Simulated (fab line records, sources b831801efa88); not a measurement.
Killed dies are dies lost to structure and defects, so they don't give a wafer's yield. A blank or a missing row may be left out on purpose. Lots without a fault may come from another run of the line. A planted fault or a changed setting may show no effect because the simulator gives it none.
One fault seen from 2 desks | flow sky130 | each desk has only its own numbers; what lay behind them comes last

THE METROLOGY DESK
What the gauges read, lot by lot, whatever tool the lot ran on: means of the sampled wafers that have a number. A lot is out of limits, marked OUT, if its mean lies more than 4 standard deviations from the usual mean; the brackets give that distance.
Columns: A = cd_nm at SKY_POLY_CUT_CD_MEAS_08, usual 269.7 nm; B = SD_P_RS at SKY_SD_N_RS_MEAS_17, usual 146.9 ohm/sq
lot  | first seen here | A     | B
L868 | day 25 06:41    | 268.3 | 147.1
L870 | day 26 05:11    | 271.9 | 146.7
L871 | day 26 11:36    | 266.8 | 147.3
L872 | day 26 20:11    | 270.1 | 147.9
L873 | day 27 04:24    | 269.0 | 147.7
L877 | day 28 12:17    | 267.7 | 147.2
L882 | day 30 03:29    | 270.4 | 146.8
L884 | day 30 20:37    | 269.7 | 146.2
L887 | day 31 15:25    | 270.0 | 146.6
L888 | day 31 21:34    | 266.8 | 147.1
L889 | day 32 10:35    | 267.6 | 147.4
This desk's finding: nothing out of limits on any of the 11 lots.

THE TOOL OWNER'S DESK: implanter-02
The tool's own readings at SKY_SD_P_IMPLANT_09: means of the sampled wafers that have a number, for each lot that ran on this tool. A lot is out of limits, marked OUT, if its mean lies more than 4 standard deviations from the usual mean; the brackets give that distance.
Columns: A = dose_ions_cm2 at SKY_SD_P_IMPLANT_09, usual 2.999e+15; B = tilt_deg at SKY_SD_P_IMPLANT_09, usual 0.003 degrees
lot  | first seen here | A         | B
L870 | day 27 11:20    | 3.001e+15 | -0.043
L871 | day 27 17:38    | 3.000e+15 | 0.001
L872 | day 28 01:01    | 3.004e+15 | -0.021
L873 | day 28 09:35    | 2.997e+15 | 0.016
L882 | day 31 07:07    | 2.997e+15 | -0.007
L889 | day 33 14:43    | 2.999e+15 | 0.008
This desk's finding: nothing out of limits on any of the 6 lots.

PUT TOGETHER
The metrology desk saw nothing out of limits.
The tool owner's desk saw nothing out of limits.

WHAT THE SIMULATOR HAD PUT IN
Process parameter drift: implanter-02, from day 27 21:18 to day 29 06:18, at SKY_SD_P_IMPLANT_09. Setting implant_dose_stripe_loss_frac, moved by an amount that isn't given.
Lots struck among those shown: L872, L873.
